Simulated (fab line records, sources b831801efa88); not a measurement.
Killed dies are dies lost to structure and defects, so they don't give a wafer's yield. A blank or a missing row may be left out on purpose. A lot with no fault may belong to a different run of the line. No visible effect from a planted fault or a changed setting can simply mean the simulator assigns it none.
8D (eight disciplines) problem report, filled in by code ; flow gf180mcu ; the parts of the form that need people (team, actions taken, sign-off) are left out

== 1. THE ISSUE ==
Wafers free of any fault read -3 nm (standard deviation 4.6) for V4_OVL at GF_V4_OVL_MEAS_15, against a mean of 66 nm on 12 wafers of 4 lots. That puts it +15 standard deviations away from the usual mean.
Seen first at day 27 03:59 on overlay-01, wafer L187.1. Wafers with a number at this step in the record: 36, from 12 lots. Rule for "out", or "out of limits": more than 4 standard deviations from the usual mean. The rest of the wafers with a number are treated as sound.

== 2. WHAT THIS IS AND IS NOT ==
question;is;is not
which readings at this step;V4_OVL;-
which lots;L187, L188, L189, L190;L179, L180, L183, L184, L186, L195, L201, L202
which wafers of those lots;all that have a number;-
read on which gauges;overlay-01, overlay-02;-
when;from day 27 03:59;"up to then (15 sound wafers); but 9 sound wafers of L195, L201, L202 came after"

== 3. WHAT RULES OUT EACH SUSPECT ==
Counting: a tool at a process step up to the reading stays a suspect if it ran every lot that is out and no sound lot after the first of them.
- the gauge at GF_V4_OVL_MEAS_15 has been ruled out. The wafers that are out were read on 2 gauges (overlay-01, overlay-02).
- krf-scanner-02 at GF_V4_EXPOSE_11 (exposes mask Via4, target cd 260 nm): kept. It ran every lot that is out, first L187 (day 26 18:01), and no sound lot after that; its last sound lot up to then is L186 (day 26 06:56).
The count leaves krf-scanner-02 at GF_V4_EXPOSE_11.

== 4. THE CAUSE (what the simulator had put in) ==
Scanner matching overlay: krf-scanner-02, from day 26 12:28 on, at GF_V4_EXPOSE_11. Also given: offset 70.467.
Only this tool survived the counting.

== 5. SEQUENCE OF EFFECTS, ordered by route ==
Each row: a reading where the mean over the struck wafers with a number is more than 3 standard deviations away from the usual. Only readings for which the record gives a usual standard deviation are gone through. hours: the time from each lot's start at the first step in this table that gives one to its start at this step, as a median over the lots. sigmas: the change in usual standard deviations.
hours;step;reading;usual;on struck wafers;change;sigmas
0;GF_V4_OVL_MEAS_15;V4_OVL;-3 nm;66;+69;+15

== 6. WHAT WOULD HAVE CAUGHT IT SOONER ==
Counted from the fault's start at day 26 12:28, it took 16 hours until the first out-of-limits reading at a measuring or inspecting step in this record, taken at day 27 03:59.
L188, L189, L190, from the lots that are out (4), started GF_V4_EXPOSE_11 on krf-scanner-02 later than day 27 03:59. A hold on the tool at that time would have spared those 3.
